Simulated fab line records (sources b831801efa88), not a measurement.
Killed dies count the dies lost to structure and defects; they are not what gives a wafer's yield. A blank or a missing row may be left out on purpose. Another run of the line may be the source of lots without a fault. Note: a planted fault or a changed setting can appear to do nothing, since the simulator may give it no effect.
Which tool did it?    flow gf180mcu    42 wafers from 14 lots sampled at 5 of the route's 602 steps

WHAT EACH GAUGE READ, for each wafer
GF_LVPWELL_OVL_MEAS_07.
lot   measured     on          LVPWELL_OVL (nm)
L429  day 4 10:16  overlay-01  -0.7 -2.2 -1.9
L430  day 4 15:37  overlay-02  -1.5 0.4 -0.9
L431  day 4 20:22  overlay-01  -1.2 -1.4 -0.7
L432  day 5 02:00  overlay-01  -0.2 0.4 0.7
L433  day 5 07:03  overlay-01  0.6 -0.3 -0.7
L434  day 5 12:14  overlay-02  -0.1 -1.1 -0.2
L435  day 5 17:11  overlay-02  -1.4 -0.3 -1.4
L440  day 6 19:04  overlay-02  -1.9 -1.9 -0.9
L442  day 7 07:22  overlay-01  -1.1 -2.0 -0.3
L444  day 8 04:40  overlay-01  0.2 1.5 0.3
L447  day 8 17:07  overlay-01  -0.8 -1.8 -0.7
L446  day 8 17:52  overlay-01  -1.0 -1.6 -2.6
L448  day 8 21:34  overlay-01  0.8 -1.2 -0.1
L449  day 9 06:55  overlay-01  2.9 1.3 1.7

GF_LVPWELL_TW_MEAS_11.
lot   measured     on            LVPWELL_TW
L429  day 4 10:43  filmMetro-01  559 558 559
L430  day 4 16:04  filmMetro-04  552 552 552
L431  day 4 20:48  filmMetro-04  551 550 550
L432  day 5 02:26  filmMetro-01  554 555 551
L433  day 5 07:29  filmMetro-04  551 554 554
L434  day 5 12:40  filmMetro-02  574 570 573
L435  day 5 17:37  filmMetro-02  571 574 574
L440  day 6 19:30  filmMetro-04  565 565 564
L442  day 7 07:49  filmMetro-04  566 565 565
L444  day 8 05:06  filmMetro-01  554 556 555
L447  day 8 17:33  filmMetro-02  577 578 578
L446  day 8 18:18  filmMetro-02  578 582 578
L448  day 8 22:00  filmMetro-02  579 577 578
L449  day 9 07:22  filmMetro-02  577 574 576

GF_VT_IMPLANT_TW_MEAS_21.
lot   measured      on            VT_IMPLANT_2_TW
L429  day 6 19:57   filmMetro-03  1217 1219 1218
L430  day 7 02:02   filmMetro-02  1242 1234 1243
L431  day 7 06:40   filmMetro-02  1245 1248 1256
L432  day 7 11:47   filmMetro-04  1232 1222 1214
L433  day 7 18:08   filmMetro-04  1222 1221 1227
L434  day 8 00:54   filmMetro-02  1255 1261 1260
L435  day 8 06:04   filmMetro-02  1562 1564 1568 1564 1565 1561
L440  day 9 13:22   filmMetro-03  1501 1494 1497 1494 1503 1497
L442  day 10 04:11  filmMetro-04  1514 1522 1520 1529 1520 1530
L444  day 11 04:17  filmMetro-03  1205 1219 1208
L447  day 11 18:38  filmMetro-03  1213 1208 1213
L446  day 11 19:17  filmMetro-03  1205 1206 1218
L448  day 11 23:00  filmMetro-02  1245 1249 1251
L449  day 12 10:40  filmMetro-02  1248 1255 1243

GF_VT_IMPLANT_OVL_MEAS_40.
lot   measured      on          VT_IMPLANT_03_OVL (nm)
L429  day 8 02:49   overlay-01  1.7 4.2 2.9
L430  day 8 10:10   overlay-01  2.1 1.9 4.6
L431  day 8 14:49   overlay-02  1.4 1.9 2.0
L432  day 8 20:03   overlay-01  0.6 2.0 1.3
L433  day 9 03:46   overlay-01  3.2 0.8 1.6
L434  day 9 10:46   overlay-01  0.2 -1.1 -0.9
L435  day 9 15:58   overlay-02  2.6 2.0 0.2
L440  day 11 00:51  overlay-02  -0.1 -0.6 -0.9
L442  day 11 15:54  overlay-02  1.6 2.8 1.3
L444  day 12 18:43  overlay-01  -0.4 2.3 1.5
L447  day 13 10:45  overlay-01  -0.9 -0.3 2.0
L446  day 13 11:26  overlay-01  -1.7 0.2 0.7
L448  day 13 14:41  overlay-02  -0.4 0.4 -0.1
L449  day 14 03:40  overlay-02  0.5 1.1 -0.6

WHICH TOOL RAN EACH LOT (tool, then ch and the chambers of the sampled wafers, then the start)
lot   GF_VT_IMPLANT_IMPLANT_19
L429  implanter-01 ch 0, day 6 19:43
L430  implanter-01 ch 0, day 7 01:47
L431  implanter-03 ch 0, day 7 06:26
L432  implanter-01 ch 0, day 7 11:32
L433  implanter-04 ch 0, day 7 17:55
L434  implanter-03 ch 0, day 8 00:41
L435  implanter-04 ch 0, day 8 05:32
L440  implanter-04 ch 0, day 9 12:48
L442  implanter-04 ch 0, day 10 03:37
L444  implanter-04 ch 0, day 11 04:02
L447  implanter-01 ch 0, day 11 18:23
L446  implanter-04 ch 0, day 11 19:02
L448  implanter-01 ch 0, day 11 22:47
L449  implanter-04 ch 0, day 12 10:25
- GF_VT_IMPLANT_IMPLANT_19

WHAT THE TOOLS THEMSELVES READ (means of the sampled wafers that have a number; where no wafer has one, the mark that the record gives instead)
GF_VT_IMPLANT_IMPLANT_19.
lot   tool          endStationPressureTorr (Torr)
L429  implanter-01  4.78e-06
L430  implanter-01  5.17e-06
L431  implanter-03  5.17e-06
L432  implanter-01  5.06e-06
L433  implanter-04  4.93e-06
L434  implanter-03  4.92e-06
L435  implanter-04  4.96e-06
L440  implanter-04  4.92e-06
L442  implanter-04  5.10e-06
L444  implanter-04  5.15e-06
L447  implanter-01  5.18e-06
L446  implanter-04  4.84e-06
L448  implanter-01  5.01e-06
L449  implanter-04  5.09e-06

THE ANSWER, worked out from the rows above alone
Rule: usual is defined by the lots themselves. Put in order of their means at a reading, lots are off if they are a third of the lots or fewer, leave a main group of 4 or more, and stand apart from it by a gap of 3 or more times the standard deviation of the main group's means; of several such gaps the widest counts. Not used: any main group whose means are identical at the precision the tables above print for the reading. Also off: a lot with no number at a reading for which 4 or more lots have one. Where the step has rows for the other lots, those lots are counted as sound. Order of review: gauges by route order, followed by the tools' own readings, for which a lot's mean as printed above is used. The first step at which some lot is off is used, and at that step the reading that is off furthest; a lot without a number counts as furthest.
Off: L435, L440, L442, at GF_VT_IMPLANT_TW_MEAS_21 (VT_IMPLANT_2_TW). The main group: mean 1231, standard deviation 17.
If a tool, at a process step before that reading, ran all the lots that are off and no sound lot after the first of them, it fits. The gauges at GF_VT_IMPLANT_TW_MEAS_21 are tried like those tools. Not one of the candidates tried fits.

WHAT THE SIMULATOR HAD PUT IN
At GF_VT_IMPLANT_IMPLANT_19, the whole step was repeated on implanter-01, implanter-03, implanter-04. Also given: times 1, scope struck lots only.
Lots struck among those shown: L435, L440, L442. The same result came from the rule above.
